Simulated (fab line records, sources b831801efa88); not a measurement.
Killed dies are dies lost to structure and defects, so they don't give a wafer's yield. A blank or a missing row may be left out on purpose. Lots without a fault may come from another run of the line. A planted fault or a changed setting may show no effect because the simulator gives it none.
fab line records | flow sky130
record lots=12 wafers=36 last_day=50
route steps=708 shown SD_N@353 METAL3@532 CAPM@551 METAL4@602 PAD_OPEN@708
lots that met no fault: from a run of the same line without faults
start_h: hours from the record's first day to the start of the lot's first wafer shown | wait_h: hours since the lot's step before | " the same as in the row above | L1.1+2: a row that stands for several wafers | - no value, or no start given | * or withheld: withheld | < > ~ a bound
route shown NAME@n: a module of which the file shows steps, and the number in the route of the first | usual: mean/standard deviation of fault-free wafers | same: alike in all rows | chamber/n: place in a boat | sites: the reading at each site | _std_site: their standard deviation | _edge_site: outer sites' mean less inner sites' | radius_mm: how far each site lies from the wafer's centre | mask NAME#n: copy n | behind: the tool/chamber that last shaped the wafer | hold: why the lot was held/for how many hours/how that ended | device: the transistor (n, p or np) that didn't switch | end of line: the same wafers' tests at the end of the route | a step without rows: its recipe alone | killed: dies lost to structure and defects at the first sort, not the wafer's yield | map: a wafer's dies, x killed, . not, _ none there
set.NAME: the setting as run; set.NAME@STEP: as run at that earlier step | model.NAME: the simulator's own value behind a step, which no gauge read
steps of the route over a sample of lots; a table a step, a row a wafer
services: from which hour (start_h, from the record's first day; less than 0 if before it) a tool's chamber was out of use, for how many hours, and why
## steps
# step SKY_SD_N_STRIP_11
# recipe chemistry=O2/N2 power_w=1400 pressure_mtorr=1500 platen_temp_c=withheld o2_flow_sccm=3000 n2_flow_sccm=300 overash_fraction=0.5
# usual chamber_pressure_mTorr=1500.0/1.4 drypump_motor_current_A=5.4/0.53 oes_product_au=0.528/0.0045 strip_time_to_endpoint_s=22.55/0.045
# columns lot.wafer tool chamber start_h wait_h chamber_pressure_mTorr drypump_motor_current_A oes_product_au rf_hours_counter_h strip_time_to_endpoint_s
L589.1 plasma_asher-01 1 642.03 0.1 1498.7 4.8 0.533 53 22.55
L589.4 " 1 " " 1501.8 4.8 0.527 - 22.58
L589.6 " 0 " " 1500.0 5.0 0.529 - 22.56
L590.1 plasma_asher-01 0 651.62 0.1 1499.7 5.0 0.533 54 22.58
L590.2 " 1 " " 1498.4 4.8 0.528 54 22.54
L590.6 " 0 " " 1501.9 5.0 0.533 - 22.59
L591.3 plasma_asher-01 1 665.67 0.1 1501.3 4.8 0.526 - 22.58
L591.5 " 0 " " 1497.3 5.0 0.532 - 22.57
L591.6 " 1 " " 1499.3 4.8 0.519 - 22.60
L592.3 plasma_asher-01 0 679.40 0.1 1497.6 5.0 0.534 - 22.55
L592.4 " 1 " " 1499.8 4.8 0.524 - 22.52
L592.5 " 1 " " 1501.0 4.8 0.525 - 22.53
L593.3 plasma_asher-01 0 686.67 0.1 1497.8 5.0 0.527 - 22.59
L593.5 " 0 " " 1499.6 5.0 0.518 - 22.53
L593.6 " 1 " " 1499.7 4.8 0.528 - 22.59
L594.1 plasma_asher-01 0 695.78 0.1 1498.5 5.0 0.531 57 22.49
L594.2 " 1 " " 1499.3 4.8 0.530 57 22.50
L594.3 " 0 " " 1499.0 4.9 0.528 - 22.52
L605.1 plasma_asher-03 1 772.23 0.1 1500.5 6.4 0.533 4 22.58
L605.2 " 0 " " 1499.9 5.4 0.523 4 22.57
L605.3 " 1 " " 1497.5 6.3 0.536 - 22.53
L606.2 plasma_asher-03 0 783.38 0.1 1500.5 5.4 0.530 5 22.57
L606.3 " 1 " " 1501.5 6.4 0.534 - 22.63
L606.5 " 1 " " 1500.6 6.4 0.523 - 22.60
L607.3 plasma_asher-04 1 797.00 0.2 1500.6 6.0 0.524 - 22.54
L607.5 " 1 " " 1499.5 6.0 0.524 - 22.57
L607.6 " 0 " " 1500.3 5.6 0.526 - 22.51
L609.2 plasma_asher-01 1 809.22 0.1 1499.2 4.8 0.526 70 22.50
L609.3 " 0 " " 1501.3 5.0 0.526 - 22.46
L609.4 " 1 " " 1501.4 4.8 0.527 - 22.56
L610.4 plasma_asher-01 0 811.25 0.1 1500.6 4.9 0.520 - 22.55
L610.5 " 1 " " 1500.7 4.8 0.530 - 22.47
L610.6 " 0 " " 1501.8 5.0 0.527 - 22.53
L612.1 plasma_asher-01 1 830.16 0.1 1498.5 4.8 0.528 72 22.58
L612.2 " 0 " " 1501.1 5.0 0.529 72 22.65
L612.5 " 0 " " 1501.4 5.0 0.526 - 22.67
# step SKY_METAL3_SPUTTER_00
# recipe material=Ti target_thk_nm=15 power_w=3000 time_s=10 chamber_pressure_pa=0.4
# usual throttle_valve_pct=30.2/0.53
# same time_s=10
# columns lot.wafer tool chamber start_h wait_h throttle_valve_pct
L589.1 pvd_sputter-02 - 844.46 0.1 29.9
L589.4 " - " " 30.6
L589.6 " - " " 30.7
L590.1 pvd_sputter-02 - 854.07 0.2 30.4
L590.2 " - " " 29.9
L590.6 " - " " 30.6
L591.3 pvd_sputter-04 - 866.10 0.2 31.2
L591.5 " - " " 30.6
L591.6 " - " " 29.9
L592.3 pvd_sputter-04 - 885.14 0.1 29.3
L592.4 " - " " 30.6
L592.5 " - " " 30.1
L593.3 pvd_sputter-02 - 885.45 0.1 30.5
L593.5 " - " " 30.6
L593.6 " - " " 29.8
L594.1 pvd_sputter-03 - 895.09 0.1 30.0
L594.2 " - " " 30.7
L594.3 " - " " 29.7
L605.1 pvd_sputter-03 - 963.02 0.2 30.5
L605.2 " - " " 30.7
L605.3 " - " " 29.8
L606.2 pvd_sputter-04 - 974.03 0.2 31.2
L606.3 " - " " 29.3
L606.5 " - " " 31.1
L607.3 pvd_sputter-04 - 986.87 0.2 31.4
L607.5 " - " " 30.5
L607.6 " - " " 31.2
L609.2 pvd_sputter-03 - 997.75 0.1 29.8
L609.3 " - " " 30.4
L609.4 " - " " 29.8
L610.4 pvd_sputter-02 - 999.05 0.1 30.8
L610.5 " - " " 30.0
L610.6 " - " " 30.7
L612.1 pvd_sputter-02 - 1015.32 0.2 30.0
L612.2 " - " " 30.7
L612.5 " - " " 30.4
# step SKY_CAPM_STRIP_14
# recipe chemistry=O2/N2 power_w=1400 pressure_mtorr=1500 platen_temp_c=withheld o2_flow_sccm=3000 n2_flow_sccm=300 overash_fraction=0.5
# usual chamber_pressure_mTorr=1500.0/1.5 drypump_motor_current_A=5.7/0.44 oes_product_au=0.710/0.0042 strip_time_to_endpoint_s=12.66/0.047
# columns lot.wafer tool chamber start_h wait_h chamber_pressure_mTorr drypump_motor_current_A oes_product_au rf_hours_counter_h strip_time_to_endpoint_s
L589.1 plasma_asher-03 1 870.07 0.1 1500.4 6.4 0.712 14 12.63
L589.4 " 0 " " 1501.0 5.4 0.704 - 12.58
L589.6 " 0 " " 1498.9 5.4 0.708 - 12.60
L590.1 plasma_asher-04 1 880.67 0.1 1500.9 6.0 0.718 109 12.65
L590.2 " 0 " " 1498.0 5.6 0.708 109 12.69
L590.6 " 0 " " 1499.5 5.6 0.700 - 12.63
L591.3 plasma_asher-04 1 893.15 0.1 1497.9 6.0 0.714 - 12.59
L591.5 " 0 " " 1505.1 5.6 0.706 - 12.60
L591.6 " 1 " " 1498.0 6.0 0.708 - 12.58
L592.3 plasma_asher-03 0 910.13 0.1 1501.4 5.4 0.713 - 12.58
L592.4 " 1 " " 1500.0 6.4 0.714 - 12.65
L592.5 " 1 " " 1497.8 6.4 0.707 - 12.60
L593.3 plasma_asher-04 0 910.35 0.1 1499.8 5.6 0.707 - 12.63
L593.5 " 0 " " 1501.4 5.7 0.711 - 12.67
L593.6 " 1 " " 1499.6 6.0 0.709 - 12.71
L594.1 plasma_asher-01 1 920.09 0.1 1499.7 4.8 0.716 81 12.64
L594.2 " 0 " " 1501.3 5.0 0.713 81 12.63
L594.3 " 1 " " 1501.3 4.8 0.711 - 12.62
L605.1 plasma_asher-03 1 986.37 0.1 1499.1 6.3 0.702 26 12.62
L605.2 " 0 " " 1500.5 5.4 0.711 26 12.69
L605.3 " 0 " " 1501.4 5.4 0.704 - 12.71
L606.2 plasma_asher-04 0 997.72 0.1 1500.4 5.6 0.712 120 12.69
L606.3 " 1 " " 1497.5 6.0 0.711 - 12.69
L606.5 " 1 " " 1498.9 6.0 0.702 - 12.71
L607.3 plasma_asher-04 1 1010.95 0.1 1500.2 6.0 0.710 - 12.65
L607.5 " 0 " " 1500.2 5.6 0.702 - 12.68
L607.6 " 1 " " 1499.2 6.0 0.718 - 12.67
L609.2 plasma_asher-04 0 1021.37 0.1 1500.9 5.7 0.706 123 12.76
L609.3 " 0 " " 1499.9 5.7 0.712 - 12.75
L609.4 " 1 " " 1496.9 6.0 0.704 - 12.68
L610.4 plasma_asher-03 1 1023.11 0.1 1499.9 6.4 0.711 - 12.67
L610.5 " 0 " " 1499.9 5.4 0.711 - 12.60
L610.6 " 1 " " 1497.7 6.4 0.714 - 12.68
L612.1 plasma_asher-04 0 1038.69 0.1 1497.7 5.6 0.715 124 12.65
L612.2 " 1 " " 1501.3 5.9 0.717 124 12.70
L612.5 " 1 " " 1501.7 6.0 0.708 - 12.62
# step SKY_METAL4_SPUTTER_04
# recipe material=TiN target_thk_nm=70 power_w=6500 time_s=58.3 chamber_pressure_pa=0.4
# usual throttle_valve_pct=30.3/0.62
# same time_s=58.3
# columns lot.wafer tool chamber start_h wait_h throttle_valve_pct
L589.1 pvd_sputter-04 - 924.31 0.0 30.3
L589.4 " - " " 29.2
L589.6 " - " " 30.3
L590.1 pvd_sputter-02 - 934.31 0.0 30.4
L590.2 " - " " 29.8
L590.6 " - " " 30.5
L591.3 pvd_sputter-02 - 945.67 0.0 29.9
L591.5 " - " " 30.5
L591.6 " - " " 30.2
L593.3 pvd_sputter-04 - 963.50 0.0 30.0
L593.5 " - " " 30.0
L593.6 " - " " 29.2
L592.3 pvd_sputter-01 - 963.82 0.0 29.7
L592.4 " - " " 29.9
L592.5 " - " " 31.5
L594.1 pvd_sputter-04 - 973.26 0.0 30.2
L594.2 " - " " 29.1
L594.3 " - " " 31.1
L605.1 pvd_sputter-01 - 1037.30 0.0 31.4
L605.2 " - " " 30.3
L605.3 " - " " 29.7
L606.2 pvd_sputter-04 - 1047.70 0.0 30.6
L606.3 " - " " 29.3
L606.5 " - " " 30.3
L607.3 pvd_sputter-02 - 1059.95 0.0 30.6
L607.5 " - " " 30.7
L607.6 " - " " 30.7
L609.2 pvd_sputter-04 - 1070.77 0.0 31.2
L609.3 " - " " 30.2
L609.4 " - " " 30.7
L610.4 pvd_sputter-04 - 1071.39 0.0 31.1
L610.5 " - " " 29.2
L610.6 " - " " 30.1
L612.1 pvd_sputter-04 - 1085.33 0.0 30.3
L612.2 " - " " 30.6
L612.5 " - " " 30.8
# step SKY_PAD_OPEN_PROBE_99
# usual killed_at_M0_to_M3=43/7.7 killed_at_M4_up=3.1/1.7 killed_at_contacts=23/4.8 killed_at_front_end=15/4.5 killed_at_other=0.3/0.58 killed_dies=85/10 killed_open=46/7.5 killed_short=38/6.5
# same gross_dies=492 killed_at_back_side=0
# columns lot.wafer tool chamber start_h wait_h hold killed_at_M0_to_M3 killed_at_M4_up killed_at_contacts killed_at_front_end killed_at_other killed_dies killed_open killed_short
L589.1 prober-02 - 1070.44 0.1 - 36 4 28 9 2 79 42 37
L589.4 prober-02 - 1070.59 0.2 - 34 2 19 20 0 75 41 34
L589.6 prober-02 - 1070.69 0.2 - 37 4 24 17 0 82 48 34
L590.1 prober-01 - 1078.09 0.1 - 54 5 20 17 0 96 45 51
L590.2 prober-01 - 1078.14 0.1 - 47 5 26 10 0 88 55 33
L590.6 prober-01 - 1078.34 0.2 - 62 2 22 17 0 103 51 52
L591.3 prober-01 - 1087.79 0.2 - 53 2 17 8 0 80 41 39
L591.5 prober-01 - 1087.89 0.2 - 43 0 27 8 0 78 45 33
L591.6 prober-01 - 1087.94 0.2 - 42 2 20 14 0 78 51 27
L593.3 prober-02 - 1103.52 0.2 - 39 1 17 39 3 99 30 37
L593.5 prober-02 - 1103.62 0.2 - 37 4 19 47 0 107 32 44
L593.6 prober-02 - 1103.67 0.2 - 44 3 21 12 1 81 36 44
L592.3 prober-01 - 1106.07 0.2 - 42 2 29 35 0 108 48 33
L592.4 prober-01 - 1106.12 0.2 - 38 4 25 16 0 83 47 36
L592.5 prober-01 - 1106.17 0.2 - 46 3 23 16 0 88 48 39
L594.1 prober-02 - 1113.73 0.1 await_dispo/2.5h/release 52 3 28 42 1 126 46 54
L594.2 prober-02 - 1113.78 0.1 await_dispo/2.5h/release 43 3 22 16 0 84 44 40
L594.3 prober-02 - 1113.83 0.2 await_dispo/2.5h/release 44 0 30 38 0 112 45 37
L605.1 prober-02 - 1164.04 0.1 - 49 4 22 6 1 82 37 45
L605.2 prober-02 - 1164.09 0.1 - 41 6 19 11 2 79 43 36
L605.3 prober-02 - 1164.14 0.2 - 44 1 23 17 0 85 42 43
L606.2 prober-01 - 1173.73 0.1 - 35 4 22 15 1 77 46 31
L606.3 prober-01 - 1173.78 0.2 - 50 1 23 15 1 90 49 41
L606.5 prober-01 - 1173.88 0.2 - 38 3 23 19 1 84 46 38
L607.3 prober-02 - 1183.05 0.2 - 31 3 23 16 0 73 44 29
L607.5 prober-02 - 1183.15 0.2 - 56 1 27 17 1 102 59 43
L607.6 prober-02 - 1183.20 0.2 - 36 1 16 16 0 69 33 36
L609.2 prober-02 - 1191.13 0.1 - 58 3 42 16 0 119 73 45
L609.3 prober-02 - 1191.18 0.2 - 45 3 21 17 0 86 50 36
L609.4 prober-02 - 1191.23 0.2 - 53 2 23 26 0 104 52 51
L610.4 prober-01 - 1191.50 0.2 - 35 2 32 15 0 84 43 41
L610.5 prober-01 - 1191.55 0.2 - 36 3 31 9 0 79 51 28
L610.6 prober-01 - 1191.60 0.2 - 45 6 16 10 0 77 48 29
L612.1 prober-01 - 1199.20 0.1 - 32 3 27 14 0 76 38 35
L612.2 prober-01 - 1199.25 0.1 - 60 4 32 17 1 114 62 50
L612.5 prober-01 - 1199.40 0.2 - 44 2 14 9 1 70 42 26
# killed by level:class
L589.1 CONTACT:geometric_particle:open=10 VIA1:geometric_particle:open=8 LI_CONTACT:geometric_particle:open=7 VIA3:geometric_particle:open=7 VIA1:geometric_particle:short=5 VIA2:geometric_particle:short=5 POLY_GATE:geometric_particle:short=4 CONTACT:geometric_particle:short=4
L589.4 POLY_GATE:geometric_particle:short=7 FIELD_ISO:geometric_particle:open=6 VIA1:geometric_particle:open=6 CONTACT:geometric_particle:open=5 VIA2:geometric_particle:open=5 POLY_GATE:geometric_particle:open=4 VIA3:geometric_particle:short=4 LI_CONTACT:geometric_particle:open=4
L589.6 VIA1:geometric_particle:open=10 CONTACT:geometric_particle:open=9 FIELD_ISO:geometric_particle:open=7 LI_CONTACT:geometric_particle:open=5 CONTACT:geometric_particle:short=5 VIA3:geometric_particle:open=5 LOCAL_INTERCONNECT:geometric_particle:short=4 POLY_GATE:geometric_particle:open=4
L590.1 VIA1:geometric_particle:open=15 CONTACT:geometric_particle:short=8 VIA1:geometric_particle:short=7 METAL2:geometric_particle:short=6 FIELD_ISO:geometric_particle:open=5 POLY_GATE:geometric_particle:short=5 CONTACT:geometric_particle:open=5 METAL1:geometric_particle:short=5
L590.2 VIA1:geometric_particle:open=13 LI_CONTACT:geometric_particle:open=9 VIA1:geometric_particle:short=8 VIA2:geometric_particle:open=7 VIA3:geometric_particle:open=7 CONTACT:geometric_particle:open=6 FIELD_ISO:geometric_particle:open=5 LI_CONTACT:geometric_particle:short=5
L590.6 VIA3:geometric_particle:open=14 VIA1:geometric_particle:open=8 CONTACT:geometric_particle:open=7 METAL2:geometric_particle:short=7 VIA1:geometric_particle:short=7 VIA2:geometric_particle:open=7 FIELD_ISO:geometric_particle:short=6 LI_CONTACT:geometric_particle:open=6
L591.3 VIA1:geometric_particle:open=9 LI_CONTACT:geometric_particle:open=8 METAL1:geometric_particle:short=8 VIA1:geometric_particle:short=7 VIA3:geometric_particle:open=7 VIA2:geometric_particle:open=6 FIELD_ISO:geometric_particle:short=5 CONTACT:geometric_particle:short=5
L591.5 VIA1:geometric_particle:open=17 CONTACT:geometric_particle:open=11 METAL2:geometric_particle:short=7 LI_CONTACT:geometric_particle:open=6 CONTACT:geometric_particle:short=5 FIELD_ISO:geometric_particle:short=4 VIA1:geometric_particle:short=4 VIA3:geometric_particle:open=4
L591.6 VIA1:geometric_particle:open=11 CONTACT:geometric_particle:open=9 FIELD_ISO:geometric_particle:open=7 VIA3:geometric_particle:open=7 VIA2:geometric_particle:open=6 METAL2:geometric_particle:short=6 LI_CONTACT:geometric_particle:open=5 FIELD_ISO:geometric_particle:short=3
L593.3 SD_N:unspecified=29 VIA1:geometric_particle:short=6 METAL1:geometric_particle:short=6 METAL2:geometric_particle:short=6 FIELD_ISO:geometric_particle:open=5 LI_CONTACT:geometric_particle:open=4 LOCAL_INTERCONNECT:geometric_particle:short=4 CONTACT:geometric_particle:short=4
L593.5 SD_N:unspecified=31 METAL1:geometric_particle:short=8 CONTACT:geometric_particle:short=7 FIELD_ISO:geometric_particle:open=5 VIA1:geometric_particle:short=5 LOCAL_INTERCONNECT:geometric_particle:short=4 CONTACT:geometric_particle:open=4 VIA1:geometric_particle:open=4
L593.6 METAL1:geometric_particle:short=9 VIA1:geometric_particle:open=7 METAL2:geometric_particle:short=7 LI_CONTACT:geometric_particle:short=5 CONTACT:geometric_particle:open=5 VIA2:geometric_particle:open=5 LI_CONTACT:geometric_particle:open=4 VIA1:geometric_particle:short=4
L592.3 SD_N:unspecified=27 VIA1:geometric_particle:open=10 CONTACT:geometric_particle:open=8 LI_CONTACT:geometric_particle:open=8 CONTACT:geometric_particle:short=8 VIA2:geometric_particle:open=6 VIA3:geometric_particle:open=6 VIA1:geometric_particle:short=5
L592.4 VIA1:geometric_particle:open=11 LI_CONTACT:geometric_particle:open=9 CONTACT:geometric_particle:open=6 VIA2:geometric_particle:open=6 FIELD_ISO:geometric_particle:short=5 VIA3:geometric_particle:short=5 CONTACT:geometric_particle:short=5 METAL3:geometric_particle:short=5
L592.5 CONTACT:geometric_particle:open=13 VIA2:geometric_particle:open=9 VIA2:geometric_particle:short=6 FIELD_ISO:geometric_particle:short=5 VIA1:geometric_particle:open=5 METAL2:geometric_particle:short=5 FIELD_ISO:geometric_particle:open=4 LI_CONTACT:geometric_particle:open=4
L594.1 SD_N:unspecified=26 VIA3:geometric_particle:open=10 VIA1:geometric_particle:open=8 CONTACT:geometric_particle:open=8 CONTACT:geometric_particle:short=6 METAL2:geometric_particle:short=6 VIA1:geometric_particle:short=6 VIA2:geometric_particle:open=6
L594.2 VIA1:geometric_particle:open=11 CONTACT:geometric_particle:open=10 VIA1:geometric_particle:short=8 METAL1:geometric_particle:short=7 FIELD_ISO:geometric_particle:open=5 LOCAL_INTERCONNECT:geometric_particle:short=5 VIA2:geometric_particle:open=4 POLY_GATE:geometric_particle:short=3
L594.3 SD_N:unspecified=30 VIA1:geometric_particle:open=11 LI_CONTACT:geometric_particle:open=9 VIA1:geometric_particle:short=9 CONTACT:geometric_particle:open=8 LOCAL_INTERCONNECT:geometric_particle:short=6 CONTACT:geometric_particle:short=6 VIA2:geometric_particle:open=6
L605.1 VIA3:geometric_particle:open=12 VIA1:geometric_particle:open=8 METAL2:geometric_particle:short=7 CONTACT:geometric_particle:short=7 VIA1:geometric_particle:short=7 CONTACT:geometric_particle:open=5 METAL4:geometric_particle:short=4 LI_CONTACT:geometric_particle:open=4
L605.2 VIA1:geometric_particle:open=12 LI_CONTACT:geometric_particle:open=9 METAL2:geometric_particle:short=8 VIA3:geometric_particle:open=8 METAL4:geometric_particle:short=6 LOCAL_INTERCONNECT:geometric_particle:short=4 CONTACT:geometric_particle:open=4 VIA1:geometric_particle:short=4
L605.3 METAL2:geometric_particle:short=10 CONTACT:geometric_particle:open=9 METAL1:geometric_particle:short=9 FIELD_ISO:geometric_particle:open=7 LI_CONTACT:geometric_particle:open=7 VIA3:geometric_particle:open=7 VIA2:geometric_particle:open=5 FIELD_ISO:geometric_particle:short=4
L606.2 METAL1:geometric_particle:short=9 LI_CONTACT:geometric_particle:open=8 CONTACT:geometric_particle:open=8 VIA1:geometric_particle:open=7 FIELD_ISO:geometric_particle:open=6 METAL2:geometric_particle:short=5 LOCAL_INTERCONNECT:geometric_particle:short=4 FIELD_ISO:geometric_particle:short=3
L606.3 VIA1:geometric_particle:open=11 CONTACT:geometric_particle:open=9 LI_CONTACT:geometric_particle:open=7 METAL1:geometric_particle:short=7 METAL3:geometric_particle:short=6 VIA1:geometric_particle:short=5 VIA3:geometric_particle:open=5 VIA3:geometric_particle:short=4
L606.5 VIA2:geometric_particle:open=12 VIA3:geometric_particle:open=8 LI_CONTACT:geometric_particle:open=7 LOCAL_INTERCONNECT:geometric_particle:short=6 METAL2:geometric_particle:short=5 FIELD_ISO:geometric_particle:open=4 FIELD_ISO:geometric_particle:short=4 SPACER:geometric_particle:short=4
L607.3 CONTACT:geometric_particle:open=8 LI_CONTACT:geometric_particle:open=7 POLY_GATE:geometric_particle:open=6 METAL1:geometric_particle:short=6 VIA1:geometric_particle:open=5 VIA3:geometric_particle:open=5 VIA2:geometric_particle:open=4 FIELD_ISO:geometric_particle:open=3
L607.5 VIA1:geometric_particle:open=13 VIA2:geometric_particle:open=13 CONTACT:geometric_particle:open=7 LI_CONTACT:geometric_particle:open=7 VIA3:geometric_particle:open=7 LOCAL_INTERCONNECT:geometric_particle:short=6 METAL3:geometric_particle:short=5 POLY_GATE:geometric_particle:short=4
L607.6 VIA1:geometric_particle:open=7 VIA1:geometric_particle:short=6 VIA2:geometric_particle:open=5 SPACER:geometric_particle:open=4 METAL1:geometric_particle:short=4 LI_CONTACT:geometric_particle:open=4 LOCAL_INTERCONNECT:geometric_particle:short=4 FIELD_ISO:geometric_particle:open=3
L609.2 VIA1:geometric_particle:open=24 CONTACT:geometric_particle:open=18 LI_CONTACT:geometric_particle:open=9 LOCAL_INTERCONNECT:geometric_particle:short=7 VIA1:geometric_particle:short=6 FIELD_ISO:geometric_particle:open=5 CONTACT:geometric_particle:short=5 METAL1:geometric_particle:short=5
L609.3 CONTACT:geometric_particle:open=9 VIA1:geometric_particle:open=9 VIA2:geometric_particle:open=7 VIA1:geometric_particle:short=6 METAL1:geometric_particle:short=6 FIELD_ISO:geometric_particle:short=5 METAL1:geometric_particle:open=5 LOCAL_INTERCONNECT:geometric_particle:short=5
L609.4 VIA2:geometric_particle:open=13 CONTACT:geometric_particle:open=10 VIA1:geometric_particle:open=10 METAL2:geometric_particle:short=9 POLY_GATE:geometric_particle:short=8 VIA1:geometric_particle:short=6 LI_CONTACT:geometric_particle:short=5 FIELD_ISO:geometric_particle:open=4
L610.4 CONTACT:geometric_particle:open=12 VIA1:geometric_particle:open=10 LI_CONTACT:geometric_particle:open=8 FIELD_ISO:geometric_particle:short=7 METAL1:geometric_particle:short=6 CONTACT:geometric_particle:short=5 METAL2:geometric_particle:short=5 LOCAL_INTERCONNECT:geometric_particle:short=4
L610.5 CONTACT:geometric_particle:open=16 METAL1:geometric_particle:short=11 LI_CONTACT:geometric_particle:open=10 VIA3:geometric_particle:open=5 POLY_GATE:geometric_particle:open=4 VIA1:geometric_particle:open=4 VIA3:geometric_particle:short=4 VIA1:geometric_particle:short=3
L610.6 VIA1:geometric_particle:open=12 VIA3:geometric_particle:open=8 LI_CONTACT:geometric_particle:open=6 VIA2:geometric_particle:open=6 METAL3:geometric_particle:short=5 METAL2:geometric_particle:short=5 LOCAL_INTERCONNECT:geometric_particle:short=4 METAL4:geometric_particle:open=4
L612.1 VIA1:geometric_particle:open=9 CONTACT:geometric_particle:open=8 CONTACT:geometric_particle:short=6 LI_CONTACT:geometric_particle:open=6 VIA3:geometric_particle:open=4 FIELD_ISO:geometric_particle:open=3 FIELD_ISO:geometric_particle:short=3 LI_CONTACT:geometric_particle:short=3
L612.2 VIA1:geometric_particle:open=14 LI_CONTACT:geometric_particle:open=13 VIA2:geometric_particle:open=10 VIA2:geometric_particle:short=8 CONTACT:geometric_particle:open=7 METAL1:geometric_particle:short=6 CONTACT:geometric_particle:short=5 LOCAL_INTERCONNECT:geometric_particle:short=4
L612.5 VIA1:geometric_particle:open=14 CONTACT:geometric_particle:open=9 VIA2:geometric_particle:open=8 METAL2:geometric_particle:short=7 POLY_GATE:geometric_particle:short=3 POLY_GATE:geometric_particle:open=3 METAL1:geometric_particle:short=3 VIA1:geometric_particle:short=3
## services
# columns tool chamber start_h hours kind
pvd_sputter-04 - 636.49 3.8 repair
pvd_sputter-02 - 671.72 4.1 repair
plasma_asher-01 - 676.49 2.8 pm
plasma_asher-01 - 690.03 4.9 repair
plasma_asher-01 - 708.49 2.0 repair
plasma_asher-04 - 714.13 0.5 repair
plasma_asher-03 - 733.75 9.0 pm
pvd_sputter-02 - 785.23 1.8 repair
pvd_sputter-02 - 789.15 0.9 repair
pvd_sputter-01 - 791.25 1.6 repair
pvd_sputter-02 - 798.55 1.5 repair
pvd_sputter-02 - 838.69 1.8 repair
pvd_sputter-03 - 859.13 2.7 repair
plasma_asher-01 - 879.74 0.4 repair
pvd_sputter-03 - 907.87 2.3 repair
pvd_sputter-04 - 920.08 2.5 repair
plasma_asher-03 - 936.56 0.6 repair
pvd_sputter-01 - 960.41 2.3 repair
plasma_asher-03 - 966.15 0.8 repair
pvd_sputter-01 - 1000.17 5.3 repair
plasma_asher-01 - 1004.45 1.8 repair
pvd_sputter-04 - 1011.52 1.2 repair
plasma_asher-04 - 1055.25 9.0 pm
pvd_sputter-04 - 1081.88 2.4 repair
## key
first_sign step=SKY_PAD_OPEN_PROBE_99 reading=killed_at_front_end direction=up sigmas=5.7 usual=15 struck=40
effect step=SKY_PAD_OPEN_PROBE_99 reading=killed_dies direction=up sigmas=2.5 usual=85 struck=110
met_at SKY_SD_N_STRIP_11
struck_lots L592,L593,L594
struck_wafers L592.3,L593.3,L593.5,L594.1,L594.3
tester_left_out L592,L593,L594
not_acting_at SKY_METAL3_SPUTTER_00,SKY_CAPM_STRIP_14,SKY_METAL4_SPUTTER_04
onset_between 665.67 679.40
fault kind=chamber_particle_source tool=plasma_asher-01 chamber=0 onset_h=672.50 steps=SKY_SD_N_STRIP_11 rate_per_visit_cm2=0.51874 end_h=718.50
# tester_left_out: of these lots the tester's yield and bins aren't shown, on N5 and GAA mostly nor the transistor test; their killed dies are dies lost to structure and defects alone, not to doping, threshold or leakage, so they don't give the yield
